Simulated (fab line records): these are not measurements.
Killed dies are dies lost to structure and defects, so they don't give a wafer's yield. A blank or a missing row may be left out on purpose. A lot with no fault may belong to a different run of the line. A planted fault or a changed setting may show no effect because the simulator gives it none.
Which tool is to blame? | flow gf180mcu | 14 lots with 42 wafers sampled at 5 steps, on a route of 602 steps

WHAT THE GAUGES READ, wafer by wafer
GF_POLY_GATE_CD_MEAS_10: target cd 280 nm.
lot  | measured     | on       | cdNm (nm)
L632 | day 9 05:47  | cdSem-02 | 279.6 278.4 279.5
L633 | day 9 10:16  | cdSem-01 | 280.7 280.9 280.9
L634 | day 9 18:39  | cdSem-02 | 280.8 279.9 280.6
L635 | day 10 02:14 | cdSem-01 | 281.5 279.7 280.9
L636 | day 10 18:11 | cdSem-02 | 276.9 277.2 276.9
L640 | day 11 23:23 | cdSem-01 | 276.4 276.3 277.2
L641 | day 12 04:32 | cdSem-02 | 277.7 277.8 278.6
L642 | day 12 06:39 | cdSem-01 | 279.8 278.2 278.1
L643 | day 12 14:32 | cdSem-02 | 281.6 281.1 281.9
L644 | day 12 20:20 | cdSem-01 | 280.1 281.5 279.3
L647 | day 13 14:50 | cdSem-02 | 276.3 276.7 277.7
L649 | day 14 08:19 | cdSem-01 | 279.0 279.5 277.8
L650 | day 14 15:29 | cdSem-02 | 279.9 279.6 279.1
L654 | day 15 19:41 | cdSem-02 | 277.4 278.8 277.4

GF_POLY_GATE_OVL_MEAS_11.
lot  | measured     | on         | POLY_GATE_OVL (nm)
L632 | day 9 05:54  | overlay-02 | 2 -4 -4
L633 | day 9 10:22  | overlay-01 | -12 -7 -2
L634 | day 9 18:44  | overlay-01 | 2 -1 0
L635 | day 10 02:21 | overlay-01 | -10 -7 1
L636 | day 10 18:19 | overlay-02 | -3 -2 -7
L640 | day 11 23:28 | overlay-02 | -6 -3 -8
L641 | day 12 04:37 | overlay-01 | 1 -2 3
L642 | day 12 06:45 | overlay-01 | -6 -4 -3
L643 | day 12 14:39 | overlay-01 | 1 -3 -2
L644 | day 12 20:28 | overlay-01 | 0 7 1
L647 | day 13 14:58 | overlay-01 | -5 -2 -8
L649 | day 14 08:25 | overlay-02 | -2 -1 6
L650 | day 14 15:34 | overlay-01 | -2 -8 3
L654 | day 15 19:48 | overlay-02 | -3 -5 -3

GF_POLY_GATE_THK_MEAS_17.
lot  | measured     | on           | POLY_GATE_OXIDATION_THK (nm)
L632 | day 9 07:27  | filmMetro-01 | 4.09 4.10 4.04
L633 | day 9 12:24  | filmMetro-03 | 4.01 3.91 3.93
L634 | day 9 21:20  | filmMetro-03 | 4.05 4.08 4.06
L635 | day 10 03:54 | filmMetro-04 | 4.04 3.99 3.97
L636 | day 10 19:51 | filmMetro-04 | 4.05 4.15 4.09
L640 | day 12 01:01 | filmMetro-03 | 3.97 3.94 3.99
L641 | day 12 06:54 | filmMetro-03 | 4.05 4.16 4.10
L642 | day 12 08:49 | filmMetro-04 | 4.05 3.99 4.06
L643 | day 12 16:11 | filmMetro-04 | 4.07 4.19 4.09
L644 | day 12 22:00 | filmMetro-04 | 3.82 3.86 3.89
L647 | day 13 16:30 | filmMetro-01 | 4.11 3.98 3.95
L649 | day 14 09:58 | filmMetro-03 | 4.05 3.98 4.04
L650 | day 14 17:07 | filmMetro-03 | 3.92 3.99 3.97
L654 | day 15 21:34 | filmMetro-04 | 3.81 3.83 3.88

GF_HV_LDD_RS_MEAS_53: a four-point-probe measurement.
lot  | measured     | on           | HV_LDD_RS (ohm/sq)
L632 | day 12 11:32 | filmMetro-04 | 419.2 418.0 417.4
L633 | day 12 13:30 | filmMetro-02 | 417.5 418.0 417.7
L634 | day 13 02:13 | filmMetro-02 | 418.2 417.6 417.5
L635 | day 13 09:38 | filmMetro-04 | 416.9 417.8 417.6
L636 | day 14 04:32 | filmMetro-04 | 419.6 420.0 419.2
L640 | day 15 13:36 | filmMetro-04 | 418.2 418.1 418.6
L641 | day 15 17:54 | filmMetro-04 | 415.8 418.0 417.7
L642 | day 15 21:40 | filmMetro-01 | 427.8 429.3 428.5
L643 | day 16 04:46 | filmMetro-04 | 416.4 414.5 416.9
L644 | day 16 11:50 | filmMetro-04 | 427.6 426.4 427.4
L647 | day 17 08:27 | filmMetro-02 | 417.0 416.8 416.8
L649 | day 18 03:11 | filmMetro-02 | 418.6 417.1 417.9
L650 | day 18 11:16 | filmMetro-04 | 416.4 416.2 415.9
L654 | day 19 19:17 | filmMetro-04 | 418.0 418.1 417.6

WHAT TOOL EACH LOT RAN ON (gives the tool, then ch and the chambers of the sampled wafers, and finally the start)
lot  | GF_HV_LDD_IMPLANT_09
L632 | implanter-04 ch 0, day 10 01:40
L633 | implanter-04 ch 0, day 10 05:47
L634 | implanter-04 ch 0, day 10 15:52
L635 | implanter-02 ch 0, day 10 22:03
L636 | implanter-01 ch 0, day 11 14:23
L640 | implanter-01 ch 0, day 12 21:01
L641 | implanter-02 ch 0, day 13 02:44
L642 | implanter-01 ch 0, day 13 04:37
L643 | implanter-04 ch 0, day 13 12:14
L644 | implanter-01 ch 0, day 13 18:26
L647 | implanter-04 ch 0, day 14 13:44
L649 | implanter-02 ch 0, day 15 06:52
L650 | implanter-04 ch 0, day 15 14:20
L654 | implanter-01 ch 0, day 16 19:46
- GF_HV_LDD_IMPLANT_09

AS READ BY THE TOOLS THEMSELVES (means over the sampled wafers that have a number; for cases with no such wafer, the mark the record gives instead)
GF_HV_LDD_IMPLANT_09.
lot  | tool         | doseIonsCm2 | faradayCurrentUA | tiltDeg (degrees)
L632 | implanter-04 | 1.0000e+14  | 549              | 7.010
L633 | implanter-04 | 1.0001e+14  | 560              | 7.006
L634 | implanter-04 | 9.9977e+13  | 570              | 7.006
L635 | implanter-02 | 1.0014e+14  | 569              | 6.989
L636 | implanter-01 | 1.0008e+14  | 565              | 6.983
L640 | implanter-01 | 9.9890e+13  | 566              | 6.993
L641 | implanter-02 | 1.0012e+14  | 559              | 6.987
L642 | implanter-01 | 9.4650e+13  | 536              | 6.997
L643 | implanter-04 | 9.9923e+13  | 577              | 7.010
L644 | implanter-01 | 9.4590e+13  | 535              | 7.008
L647 | implanter-04 | 1.0002e+14  | 573              | 7.022
L649 | implanter-02 | 9.9980e+13  | 563              | 7.015
L650 | implanter-04 | 1.0007e+14  | 571              | 7.007
L654 | implanter-01 | 1.0008e+14  | 560              | 6.988

THE ANSWER, worked out from the rows above alone
Rule: usual is defined by the lots themselves. The widest of any qualifying gaps counts: lots, ordered by their means at a reading, are off when they make up no more than a third of the lots, leave a main group of 4 or more, and stand apart from it by 3 or more times the standard deviation of that group's means. If all means in a main group match to the digits the tables above print for the reading, that group is not used. A lot without any number at a reading at which 4 lots or more have one is off too. All remaining lots with rows at the step are treated as sound. The gauges are gone through in route order, then the tools' own readings, and for those a lot's mean is taken as printed above. At the first step where some lot is off, the reading lying furthest off is the one used; lots without a number count as furthest.
Off: L642, L644, at GF_HV_LDD_RS_MEAS_53 (HV_LDD_RS). The main group has a mean of 417.6 ohm/sq with a standard deviation of 0.94.
If a tool, at a process step before that reading, ran all the lots that are off and no sound lot after the first of them, it fits. Not tried: the gauges at GF_HV_LDD_RS_MEAS_53; whatever is off there is also off at GF_HV_LDD_IMPLANT_09, on other tools, and gauge error can't account for it. No candidate that was tried fits.

WHAT WAS PUT IN BY THE SIMULATOR
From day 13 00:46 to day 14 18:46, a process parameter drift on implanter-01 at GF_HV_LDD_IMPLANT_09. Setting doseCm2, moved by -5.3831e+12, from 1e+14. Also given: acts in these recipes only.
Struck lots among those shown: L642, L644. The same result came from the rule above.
